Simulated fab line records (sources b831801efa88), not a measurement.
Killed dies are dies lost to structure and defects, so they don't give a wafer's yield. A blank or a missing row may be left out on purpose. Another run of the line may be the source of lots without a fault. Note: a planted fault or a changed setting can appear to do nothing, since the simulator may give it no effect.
What tool caused it? || flow gf180mcu || 36 wafers from 12 lots sampled at 3 of the route's 602 steps

== WHAT THE GAUGES SHOWED, per wafer ==
GF_M5_CD_MEAS_07: the cd target is 280 nm. Usual: cd_nm 279.4 nm, standard deviation 1.2.
{"lot": "L434", "measured": "day 26 15:11", "on": "cd_sem-02", "cd_nm (nm)": "279.2 279.0 279.4", "flag": ""}
{"lot": "L435", "measured": "day 27 01:07", "on": "cd_sem-02", "cd_nm (nm)": "278.2 279.3 278.9", "flag": ""}
{"lot": "L436", "measured": "day 27 04:31", "on": "cd_sem-01", "cd_nm (nm)": "279.0 280.5 279.7", "flag": ""}
{"lot": "L437", "measured": "day 27 09:13", "on": "cd_sem-02", "cd_nm (nm)": "278.6 279.7 279.2", "flag": ""}
{"lot": "L438", "measured": "day 27 18:47", "on": "cd_sem-01", "cd_nm (nm)": "280.7 279.4 279.1", "flag": ""}
{"lot": "L441", "measured": "day 28 23:35", "on": "cd_sem-02", "cd_nm (nm)": "280.0 278.9 278.4", "flag": ""}
{"lot": "L442", "measured": "day 29 01:07", "on": "cd_sem-01", "cd_nm (nm)": "278.8 278.1 278.4", "flag": ""}
{"lot": "L444", "measured": "day 29 09:46", "on": "cd_sem-02", "cd_nm (nm)": "279.0 278.1 279.1", "flag": ""}
{"lot": "L443", "measured": "day 29 10:07", "on": "cd_sem-01", "cd_nm (nm)": "282.6 280.9 282.2", "flag": ""}
{"lot": "L448", "measured": "day 30 15:05", "on": "cd_sem-01", "cd_nm (nm)": "279.5 278.6 279.7", "flag": ""}
{"lot": "L455", "measured": "day 32 07:50", "on": "cd_sem-02", "cd_nm (nm)": "281.6 280.9 279.6", "flag": ""}
{"lot": "L457", "measured": "day 32 17:49", "on": "cd_sem-01", "cd_nm (nm)": "279.5 277.8 279.1", "flag": ""}

== WHAT TOOL EACH LOT RAN ON (gives the tool, then ch and the chambers of the sampled wafers, and finally the start) ==
{"lot": "L434", "GF_V4_ETCH_17": "rie_diel-03 ch 0,1,2, day 24 18:00", "GF_MIM_STRIP_20": "plasma_asher-03 ch 0,1, day 25 17:41"}
{"lot": "L435", "GF_V4_ETCH_17": "rie_diel-03 ch 1,2, day 25 06:00", "GF_MIM_STRIP_20": "plasma_asher-01 ch 0,1, day 26 04:35"}
{"lot": "L436", "GF_V4_ETCH_17": "rie_diel-03 ch 0,2,3, day 25 09:00", "GF_MIM_STRIP_20": "plasma_asher-04 ch 0,1, day 26 07:50"}
{"lot": "L437", "GF_V4_ETCH_17": "rie_diel-02 ch 1,2, day 25 14:00", "GF_MIM_STRIP_20": "plasma_asher-04 ch 0,1, day 26 12:53"}
{"lot": "L438", "GF_V4_ETCH_17": "rie_diel-03 ch 0,1,3, day 26 00:00", "GF_MIM_STRIP_20": "plasma_asher-01 ch 0,1, day 26 22:41"}
{"lot": "L441", "GF_V4_ETCH_17": "rie_diel-01 ch 1,2,3, day 27 06:00", "GF_MIM_STRIP_20": "plasma_asher-01 ch 0,1, day 28 03:38"}
{"lot": "L442", "GF_V4_ETCH_17": "rie_diel-03 ch 0,1,2, day 27 08:00", "GF_MIM_STRIP_20": "plasma_asher-04 ch 0,1, day 28 05:45"}
{"lot": "L444", "GF_V4_ETCH_17": "rie_diel-02 ch 0,1,3, day 27 16:00", "GF_MIM_STRIP_20": "plasma_asher-04 ch 0,1, day 28 14:13"}
{"lot": "L443", "GF_V4_ETCH_17": "rie_diel-03 ch 1,2, day 27 17:00", "GF_MIM_STRIP_20": "plasma_asher-01 ch 0,1, day 28 14:20"}
{"lot": "L448", "GF_V4_ETCH_17": "rie_diel-01 ch 0,1, day 28 23:00", "GF_MIM_STRIP_20": "plasma_asher-03 ch 0,1, day 29 20:32"}
{"lot": "L455", "GF_V4_ETCH_17": "rie_diel-01 ch 0,1,3, day 30 18:00", "GF_MIM_STRIP_20": "plasma_asher-04 ch 0,1, day 31 14:08"}
{"lot": "L457", "GF_V4_ETCH_17": "rie_diel-01 ch 2,3, day 31 06:00", "GF_MIM_STRIP_20": "plasma_asher-01 ch 0,1, day 32 01:16"}
- GF_V4_ETCH_17: etches SiO2 in C4F8/O2/Ar, stops on TiN, target depth 630 nm.
- GF_MIM_STRIP_20: strips in O2/N2.

== AS READ BY THE TOOLS THEMSELVES (means over the sampled wafers that have a number; for cases with no such wafer, the mark the record gives instead) ==
GF_V4_ETCH_17. Usual: oes_product_au 0.856 a.u., standard deviation 0.0045.
{"lot": "L434", "tool": "rie_diel-03", "oes_product_au (a.u.)": 0.856, "flag": ""}
{"lot": "L435", "tool": "rie_diel-03", "oes_product_au (a.u.)": 0.860, "flag": ""}
{"lot": "L436", "tool": "rie_diel-03", "oes_product_au (a.u.)": 0.858, "flag": ""}
{"lot": "L437", "tool": "rie_diel-02", "oes_product_au (a.u.)": 0.858, "flag": ""}
{"lot": "L438", "tool": "rie_diel-03", "oes_product_au (a.u.)": 0.857, "flag": ""}
{"lot": "L441", "tool": "rie_diel-01", "oes_product_au (a.u.)": 0.861, "flag": ""}
{"lot": "L442", "tool": "rie_diel-03", "oes_product_au (a.u.)": 0.859, "flag": ""}
{"lot": "L444", "tool": "rie_diel-02", "oes_product_au (a.u.)": 0.858, "flag": ""}
{"lot": "L443", "tool": "rie_diel-03", "oes_product_au (a.u.)": 0.858, "flag": ""}
{"lot": "L448", "tool": "rie_diel-01", "oes_product_au (a.u.)": 0.854, "flag": ""}
{"lot": "L455", "tool": "rie_diel-01", "oes_product_au (a.u.)": 0.857, "flag": ""}
{"lot": "L457", "tool": "rie_diel-01", "oes_product_au (a.u.)": 0.857, "flag": ""}

GF_MIM_STRIP_20. Usual: drypump_motor_current_A 5.7 A, standard deviation 0.53; heater_power_w 323 W, standard deviation 37; oes_product_au 0.691 a.u., standard deviation 0.0046; strip_time_to_endpoint_s 11.21 s, standard deviation 0.04.
{"lot": "L434", "tool": "plasma_asher-03", "drypump_motor_current_A (A)": 5.7, "heater_power_w (W)": 340, "oes_product_au (a.u.)": 0.689, "strip_time_to_endpoint_s (s)": 11.25, "flag": ""}
{"lot": "L435", "tool": "plasma_asher-01", "drypump_motor_current_A (A)": 5.3, "heater_power_w (W)": 299, "oes_product_au (a.u.)": 0.687, "strip_time_to_endpoint_s (s)": 11.15, "flag": ""}
{"lot": "L436", "tool": "plasma_asher-04", "drypump_motor_current_A (A)": 6.1, "heater_power_w (W)": 321, "oes_product_au (a.u.)": 0.694, "strip_time_to_endpoint_s (s)": 11.21, "flag": ""}
{"lot": "L437", "tool": "plasma_asher-04", "drypump_motor_current_A (A)": 5.8, "heater_power_w (W)": 307, "oes_product_au (a.u.)": 0.689, "strip_time_to_endpoint_s (s)": 11.26, "flag": ""}
{"lot": "L438", "tool": "plasma_asher-01", "drypump_motor_current_A (A)": 5.3, "heater_power_w (W)": 298, "oes_product_au (a.u.)": 0.697, "strip_time_to_endpoint_s (s)": 11.21, "flag": ""}
{"lot": "L441", "tool": "plasma_asher-01", "drypump_motor_current_A (A)": 5.3, "heater_power_w (W)": 302, "oes_product_au (a.u.)": 0.691, "strip_time_to_endpoint_s (s)": 11.17, "flag": ""}
{"lot": "L442", "tool": "plasma_asher-04", "drypump_motor_current_A (A)": 5.8, "heater_power_w (W)": 307, "oes_product_au (a.u.)": 0.689, "strip_time_to_endpoint_s (s)": 11.21, "flag": ""}
{"lot": "L444", "tool": "plasma_asher-04", "drypump_motor_current_A (A)": 5.8, "heater_power_w (W)": 307, "oes_product_au (a.u.)": 0.691, "strip_time_to_endpoint_s (s)": 11.20, "flag": ""}
{"lot": "L443", "tool": "plasma_asher-01", "drypump_motor_current_A (A)": 5.6, "heater_power_w (W)": 305, "oes_product_au (a.u.)": 0.688, "strip_time_to_endpoint_s (s)": 11.17, "flag": ""}
{"lot": "L448", "tool": "plasma_asher-03", "drypump_motor_current_A (A)": 5.8, "heater_power_w (W)": 337, "oes_product_au (a.u.)": 0.687, "strip_time_to_endpoint_s (s)": 11.17, "flag": ""}
{"lot": "L455", "tool": "plasma_asher-04", "drypump_motor_current_A (A)": 6.2, "heater_power_w (W)": 318, "oes_product_au (a.u.)": 0.690, "strip_time_to_endpoint_s (s)": 11.26, "flag": ""}
{"lot": "L457", "tool": "plasma_asher-01", "drypump_motor_current_A (A)": 5.3, "heater_power_w (W)": 301, "oes_product_au (a.u.)": 0.689, "strip_time_to_endpoint_s (s)": 11.19, "flag": ""}

== THE ANSWER, worked out from the rows above alone ==
Rule: lot off if the mean of its wafers having a number is beyond 3 standard deviations from the usual mean. Also off: a lot with no number at a reading for which 4 or more lots have one. Any other lot the step has rows for is counted as sound. Order of review: gauges by route order, followed by the tools' own readings, for which a lot's mean as printed above is used. At the first step where some lot is off, the reading lying furthest off is the one used; lots without a number count as furthest.
No lot is off on any of the readings shown, so nothing can be concluded from this.

== WHAT WAS PUT IN BY THE SIMULATOR ==
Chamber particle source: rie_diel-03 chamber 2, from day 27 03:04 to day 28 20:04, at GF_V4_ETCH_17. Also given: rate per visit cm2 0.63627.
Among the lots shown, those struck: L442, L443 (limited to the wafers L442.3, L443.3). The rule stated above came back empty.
